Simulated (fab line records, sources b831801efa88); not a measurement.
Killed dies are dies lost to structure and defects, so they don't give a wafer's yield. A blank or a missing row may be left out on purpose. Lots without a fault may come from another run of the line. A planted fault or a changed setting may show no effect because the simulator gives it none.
Chamber matching | flow sky130 | SKY_VIA1_ETCH_15 on rie_diel-04: 4 sister chambers
The step etches SiO2 in C4F8/O2/Ar, stops on TiN, target depth 351 nm, time 54 s. 4 wafers are shown with their chamber, then 9 later ones without.

WAFERS WITH THEIR CHAMBER
wafer  | chamber | rf_fwd_power_W (W)
L085.1 | 1       | 1479
L091.1 | 3       | 1481
L091.2 | 0       | 1485
L091.4 | 2       | 1498

WAFERS WITHOUT THEIR CHAMBER
wafer  | rf_fwd_power_W (W)
L089.2 | 1496
L089.4 | 1481
L089.5 | 1477
L092.1 | 1484
L092.3 | 1480
L092.5 | 1478
L094.1 | 1502
L094.5 | 1481
L094.6 | 1491

WHICH CHAMBER EACH WENT THROUGH
wafer  | from the rows above          | in truth
L089.2 | 2                            | 2
L089.4 | can't be placed: 3 or 1 or 0 | 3
L089.5 | can't be placed: 1 or 3      | 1
L092.1 | can't be placed: 0 or 3 or 1 | 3
L092.3 | can't be placed: 1 or 3 or 0 | 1
L092.5 | can't be placed: 1 or 3      | 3
L094.1 | 2                            | 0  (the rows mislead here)
L094.5 | can't be placed: 3 or 1 or 0 | 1
L094.6 | can't be placed: 0 or 2 or 3 | 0
Placed correctly: 1 of 9. Can't be placed from these rows: 7 (the true chamber is among the candidates in 7). Placed wrongly: 1.
How it was worked out, from the rows above alone: a wafer's distance from a chamber is the root of the sum, over the readings, of the square of ((its reading less the chamber's mean) divided by the reading's scatter). The wafer belongs to the nearest chamber; if the next one is less than 2 further off, it can't be placed. A chamber's mean is the mean of its shown wafers. The scatter: with one shown wafer a chamber, the root of the mean of the squares of how far each hidden wafer lies from its nearest shown one.
